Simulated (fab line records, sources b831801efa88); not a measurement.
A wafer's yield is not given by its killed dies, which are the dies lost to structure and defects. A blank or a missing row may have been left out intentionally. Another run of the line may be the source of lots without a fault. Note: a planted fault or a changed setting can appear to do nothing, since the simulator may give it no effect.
Which of the tools did it? / flow gf180mcu / 13 lots, 39 wafers sampled, at 4 steps of a route of 602

## WHAT THE GAUGES SHOWED, per wafer
GF_DNWELL_TW_MEAS_09.
lot=L754; measured=day 2 19:06; on=film metro-04; DNWELL_TW=1345 1351 1349
lot=L755; measured=day 3 09:15; on=film metro-02; DNWELL_TW=1354 1352 1360
lot=L756; measured=day 3 14:08; on=film metro-01; DNWELL_TW=1342 1339 1336
lot=L758; measured=day 3 18:41; on=film metro-04; DNWELL_TW=1333 1341 1335
lot=L759; measured=day 4 00:48; on=film metro-04; DNWELL_TW=1343 1342 1341
lot=L760; measured=day 4 05:30; on=film metro-04; DNWELL_TW=1348 1346 1345
lot=L761; measured=day 4 13:46; on=film metro-01; DNWELL_TW=1338 1336 1337
lot=L767; measured=day 5 20:26; on=film metro-01; DNWELL_TW=1018 1014 1017
lot=L769; measured=day 6 03:33; on=film metro-02; DNWELL_TW=1037 1033 1031
lot=L771; measured=day 6 18:06; on=film metro-04; DNWELL_TW=1349 1343 1344
lot=L772; measured=day 7 00:26; on=film metro-04; DNWELL_TW=1336 1332 1329
lot=L773; measured=day 7 04:09; on=film metro-01; DNWELL_TW=1336 1344 1340
lot=L775; measured=day 7 10:08; on=film metro-01; DNWELL_TW=1329 1333 1333

GF_VT_IMPLANT_OVL_MEAS_40.
lot=L754; measured=day 7 09:49; on=overlay-01; VT_IMPLANT_03_OVL (nm)=0.9 2.3 1.4
lot=L755; measured=day 8 05:08; on=overlay-01; VT_IMPLANT_03_OVL (nm)=1.1 1.7 3.7
lot=L756; measured=day 8 12:23; on=overlay-01; VT_IMPLANT_03_OVL (nm)=-0.8 0.4 -0.2
lot=L758; measured=day 8 17:15; on=overlay-02; VT_IMPLANT_03_OVL (nm)=-1.2 0.1 -1.0
lot=L759; measured=day 8 23:02; on=overlay-02; VT_IMPLANT_03_OVL (nm)=-1.8 -0.7 -1.4
lot=L760; measured=day 9 06:42; on=overlay-01; VT_IMPLANT_03_OVL (nm)=0.5 -0.7 -1.5
lot=L761; measured=day 9 15:40; on=overlay-01; VT_IMPLANT_03_OVL (nm)=0.1 -0.2 0.0
lot=L767; measured=day 11 09:26; on=overlay-02; VT_IMPLANT_03_OVL (nm)=0.7 0.0 -2.5
lot=L769; measured=day 11 21:05; on=overlay-01; VT_IMPLANT_03_OVL (nm)=2.4 -1.0 -0.4
lot=L771; measured=day 12 14:03; on=overlay-01; VT_IMPLANT_03_OVL (nm)=0.5 0.6 -0.2
lot=L772; measured=day 12 22:57; on=overlay-02; VT_IMPLANT_03_OVL (nm)=-2.2 1.4 -0.2
lot=L773; measured=day 13 04:14; on=overlay-02; VT_IMPLANT_03_OVL (nm)=-0.1 -0.9 0.0
lot=L775; measured=day 13 15:00; on=overlay-01; VT_IMPLANT_03_OVL (nm)=1.4 1.6 2.0

## WHAT TOOL EACH LOT RAN ON (gives the tool, then ch and the chambers of the sampled wafers, and finally the start)
lot=L754; GF_STI_CMP_25=cmp-02 ch 0,1, day 2 04:28; GF_DNWELL_IMPLANT_07=implanter-02 ch 0, day 2 18:53
lot=L755; GF_STI_CMP_25=cmp-02 ch 0,2,3, day 2 11:33; GF_DNWELL_IMPLANT_07=implanter-03 ch 0, day 3 09:00
lot=L756; GF_STI_CMP_25=cmp-01 ch 0,1,2, day 2 19:49; GF_DNWELL_IMPLANT_07=implanter-03 ch 0, day 3 13:53
lot=L758; GF_STI_CMP_25=cmp-01 ch 0,1, day 3 02:47; GF_DNWELL_IMPLANT_07=implanter-02 ch 0, day 3 18:26
lot=L759; GF_STI_CMP_25=cmp-01 ch 1,2, day 3 08:45; GF_DNWELL_IMPLANT_07=implanter-01 ch 0, day 4 00:33
lot=L760; GF_STI_CMP_25=cmp-01 ch 1,2, day 3 14:37; GF_DNWELL_IMPLANT_07=implanter-03 ch 0, day 4 05:15
lot=L761; GF_STI_CMP_25=cmp-01 ch 1,2, day 3 20:55; GF_DNWELL_IMPLANT_07=implanter-01 ch 0, day 4 13:32
lot=L767; GF_STI_CMP_25=cmp-02 ch 1,2, day 5 01:56; GF_DNWELL_IMPLANT_07=implanter-02 ch 0, day 5 20:11
lot=L769; GF_STI_CMP_25=cmp-02 ch 0,1,2, day 5 10:02; GF_DNWELL_IMPLANT_07=implanter-02 ch 0, day 6 03:20
lot=L771; GF_STI_CMP_25=cmp-01 ch 0,1,2, day 5 23:26; GF_DNWELL_IMPLANT_07=implanter-01 ch 0, day 6 17:51
lot=L772; GF_STI_CMP_25=cmp-01 ch 0,2, day 6 06:35; GF_DNWELL_IMPLANT_07=implanter-03 ch 0, day 7 00:11
lot=L773; GF_STI_CMP_25=cmp-02 ch 2,3, day 6 09:52; GF_DNWELL_IMPLANT_07=implanter-01 ch 0, day 7 03:56
lot=L775; GF_STI_CMP_25=cmp-02 ch 1,2,3, day 6 15:55; GF_DNWELL_IMPLANT_07=implanter-03 ch 0, day 7 09:53
- GF_STI_CMP_25: polishes, stops on Si3N4, t overpolish 33 s, target thk 524.6 nm.
- GF_DNWELL_IMPLANT_07

## WHAT THE TOOLS THEMSELVES READ (means of the sampled wafers that have a number; where no wafer has one, the mark that the record gives instead)
GF_STI_CMP_25.
lot=L754; tool=cmp-02; motor current A (A)=10.8; overpolish run s (s)=33.001; time to endpoint s (s)=127
lot=L755; tool=cmp-02; motor current A (A)=11.5; overpolish run s (s)=32.993; time to endpoint s (s)=126
lot=L756; tool=cmp-01; motor current A (A)=11.4; overpolish run s (s)=33.006; time to endpoint s (s)=122
lot=L758; tool=cmp-01; motor current A (A)=11.4; overpolish run s (s)=33.001; time to endpoint s (s)=114
lot=L759; tool=cmp-01; motor current A (A)=11.3; overpolish run s (s)=32.991; time to endpoint s (s)=119
lot=L760; tool=cmp-01; motor current A (A)=11.8; overpolish run s (s)=33.007; time to endpoint s (s)=119
lot=L761; tool=cmp-01; motor current A (A)=11.4; overpolish run s (s)=32.997; time to endpoint s (s)=119
lot=L767; tool=cmp-02; motor current A (A)=12.9; overpolish run s (s)=33.002; time to endpoint s (s)=131
lot=L769; tool=cmp-02; motor current A (A)=12.0; overpolish run s (s)=32.995; time to endpoint s (s)=125
lot=L771; tool=cmp-01; motor current A (A)=11.8; overpolish run s (s)=33.006; time to endpoint s (s)=124
lot=L772; tool=cmp-01; motor current A (A)=11.3; overpolish run s (s)=33.004; time to endpoint s (s)=124
lot=L773; tool=cmp-02; motor current A (A)=11.9; overpolish run s (s)=33.006; time to endpoint s (s)=127
lot=L775; tool=cmp-02; motor current A (A)=12.0; overpolish run s (s)=33.002; time to endpoint s (s)=128

GF_DNWELL_IMPLANT_07.
lot=L754; tool=implanter-02; beam on s (s)=10.03; dose ions cm2=1.0015e+13; end station pressure torr (Torr)=5.00e-06; faraday current uA=56.1
lot=L755; tool=implanter-03; beam on s (s)=10.08; dose ions cm2=1.0003e+13; end station pressure torr (Torr)=5.12e-06; faraday current uA=56.1
lot=L756; tool=implanter-03; beam on s (s)=10.02; dose ions cm2=1.0012e+13; end station pressure torr (Torr)=5.02e-06; faraday current uA=56.3
lot=L758; tool=implanter-02; beam on s (s)=9.95; dose ions cm2=1.0000e+13; end station pressure torr (Torr)=5.17e-06; faraday current uA=56.6
lot=L759; tool=implanter-01; beam on s (s)=10.05; dose ions cm2=9.9937e+12; end station pressure torr (Torr)=5.32e-06; faraday current uA=56.0
lot=L760; tool=implanter-03; beam on s (s)=10.01; dose ions cm2=9.9947e+12; end station pressure torr (Torr)=4.67e-06; faraday current uA=56.5
lot=L761; tool=implanter-01; beam on s (s)=10.05; dose ions cm2=9.9937e+12; end station pressure torr (Torr)=4.79e-06; faraday current uA=56.2
lot=L767; tool=implanter-02; beam on s (s)=10.11; dose ions cm2=4.3367e+12; end station pressure torr (Torr)=5.10e-06; faraday current uA=24.1
lot=L769; tool=implanter-02; beam on s (s)=10.11; dose ions cm2=4.3343e+12; end station pressure torr (Torr)=4.80e-06; faraday current uA=24.1
lot=L771; tool=implanter-01; beam on s (s)=9.86; dose ions cm2=1.0013e+13; end station pressure torr (Torr)=4.99e-06; faraday current uA=57.2
lot=L772; tool=implanter-03; beam on s (s)=10.13; dose ions cm2=1.0005e+13; end station pressure torr (Torr)=4.69e-06; faraday current uA=55.9
lot=L773; tool=implanter-01; beam on s (s)=10.10; dose ions cm2=9.9930e+12; end station pressure torr (Torr)=4.91e-06; faraday current uA=55.8
lot=L775; tool=implanter-03; beam on s (s)=9.87; dose ions cm2=9.9820e+12; end station pressure torr (Torr)=5.03e-06; faraday current uA=57.1

## THE ANSWER, worked out from the rows above alone
Rule: the usual values come from the lots themselves. The widest of any qualifying gaps counts: lots, ordered by their means at a reading, are off when they make up no more than a third of the lots, leave a main group of 4 or more, and stand apart from it by 3 or more times the standard deviation of that group's means. The tables above print the reading to a certain number of digits; a main group whose means all agree to those digits is not used. Also off: a lot with no number at a reading for which 4 or more lots have one. The other lots that the step has rows for count as sound. Order of review: gauges by route order, followed by the tools' own readings, for which a lot's mean as printed above is used. The first step at which some lot is off is used, and at that step the reading that is off furthest; a lot without a number counts as furthest.
Off: L767, L769, seen at GF_DNWELL_TW_MEAS_09 (DNWELL_TW). Main group: mean 1341, sd 6.8.
If a tool, at a process step before that reading, ran all the lots that are off and no sound lot after the first of them, it fits. Not tried: the gauges at GF_DNWELL_TW_MEAS_09; whatever is off there is also off at GF_DNWELL_IMPLANT_07, on other tools, and gauge error can't account for it. One fits: GF_DNWELL_IMPLANT_07 on implanter-02. Its last sound lot is L758 (day 3 18:26), its first lot that is off L767 (day 5 20:11): a fault that began between those two fits.
The tool's own readings at GF_DNWELL_IMPLANT_07 bear it out: on the lots that are off they differ by more than 5 times the standard deviation of the sound lots' means. dose ions cm2 reads 4.3355e+12 there against 1.0000e+13 on the sound lots; faraday current uA reads 24.1 there against 56.3 on the sound lots.

## WHAT WAS PUT IN BY THE SIMULATOR
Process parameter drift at GF_DNWELL_IMPLANT_07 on implanter-02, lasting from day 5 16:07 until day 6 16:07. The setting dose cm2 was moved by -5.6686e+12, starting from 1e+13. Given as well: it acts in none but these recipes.
Struck lots among those shown: L767, L769. The rule above found the same.
